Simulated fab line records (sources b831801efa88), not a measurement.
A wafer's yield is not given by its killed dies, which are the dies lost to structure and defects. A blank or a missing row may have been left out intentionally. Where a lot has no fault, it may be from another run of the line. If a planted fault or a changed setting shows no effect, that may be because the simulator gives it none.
Chamber matching / flow gf180mcu / GF_CONTACT_CMP_04 on cmp-01: 4 sister chambers
The step polishes SiO2. 14 wafers are shown with their chamber, then 7 later ones without.

WAFERS PAIRED WITH THEIR CHAMBERS
wafer=L140.1; chamber=3; motorCurrentA (A)=9.4; timeToEndpointS (s)=109
wafer=L140.4; chamber=1; motorCurrentA (A)=12.4; timeToEndpointS (s)=104
wafer=L140.5; chamber=1; motorCurrentA (A)=12.4; timeToEndpointS (s)=112
wafer=L143.4; chamber=1; motorCurrentA (A)=13.2; timeToEndpointS (s)=113
wafer=L143.5; chamber=3; motorCurrentA (A)=9.7; timeToEndpointS (s)=115
wafer=L143.6; chamber=2; motorCurrentA (A)=13.3; timeToEndpointS (s)=110
wafer=L142.1; chamber=0; motorCurrentA (A)=13.2; timeToEndpointS (s)=120
wafer=L142.3; chamber=1; motorCurrentA (A)=12.2; timeToEndpointS (s)=101
wafer=L142.6; chamber=3; motorCurrentA (A)=9.7; timeToEndpointS (s)=116
wafer=L146.2; chamber=1; motorCurrentA (A)=12.8; timeToEndpointS (s)=103
wafer=L146.3; chamber=2; motorCurrentA (A)=13.6; timeToEndpointS (s)=103
wafer=L146.6; chamber=3; motorCurrentA (A)=9.2; timeToEndpointS (s)=114
wafer=L156.1; chamber=1; motorCurrentA (A)=13.1; timeToEndpointS (s)=104
wafer=L156.2; chamber=2; motorCurrentA (A)=13.6; timeToEndpointS (s)=103

SIGNATURES, as means of the wafers listed above
reading=motorCurrentA; chamber 0=13.200; chamber 1=12.683; chamber 2=13.500; chamber 3=9.500; scatter within a chamber=0.33
reading=timeToEndpointS; chamber 0=120.00; chamber 1=106.17; chamber 2=105.33; chamber 3=113.50; scatter within a chamber=4.34
Rule: for a wafer and a chamber, the distance is found by dividing, reading by reading, the gap between the wafer's reading and the chamber's mean by the reading's scatter, squaring, summing and taking the root. The wafer belongs to the nearest chamber; if the next one is less than 2 further off, it can't be placed. The scatter is the square root of a quotient: the sum, over the shown wafers, of each reading's squared deviation from its chamber's mean, divided by wafers minus chambers.

WAFERS WHOSE CHAMBER IS MISSING
wafer=L156.6; motorCurrentA (A)=12.5; timeToEndpointS (s)=110
wafer=L158.1; motorCurrentA (A)=13.5; timeToEndpointS (s)=102
wafer=L158.3; motorCurrentA (A)=9.4; timeToEndpointS (s)=105
wafer=L158.4; motorCurrentA (A)=13.2; timeToEndpointS (s)=105
wafer=L161.1; motorCurrentA (A)=9.3; timeToEndpointS (s)=108
wafer=L161.4; motorCurrentA (A)=12.7; timeToEndpointS (s)=109
wafer=L161.6; motorCurrentA (A)=13.5; timeToEndpointS (s)=119

CHAMBER TAKEN BY EACH
wafer=L156.6; from the rows above=1; in truth=1
wafer=L158.1; from the rows above=can't be placed: 2 or 1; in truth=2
wafer=L158.3; from the rows above=3; in truth=3
wafer=L158.4; from the rows above=can't be placed: 2 or 1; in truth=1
wafer=L161.1; from the rows above=3; in truth=3
wafer=L161.4; from the rows above=can't be placed: 1 or 2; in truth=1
wafer=L161.6; from the rows above=0; in truth=0
Correctly placed: 4 of 7. From these rows, 3 cannot be placed; in 3 the true chamber is one of the candidates. Number placed wrongly: 0.
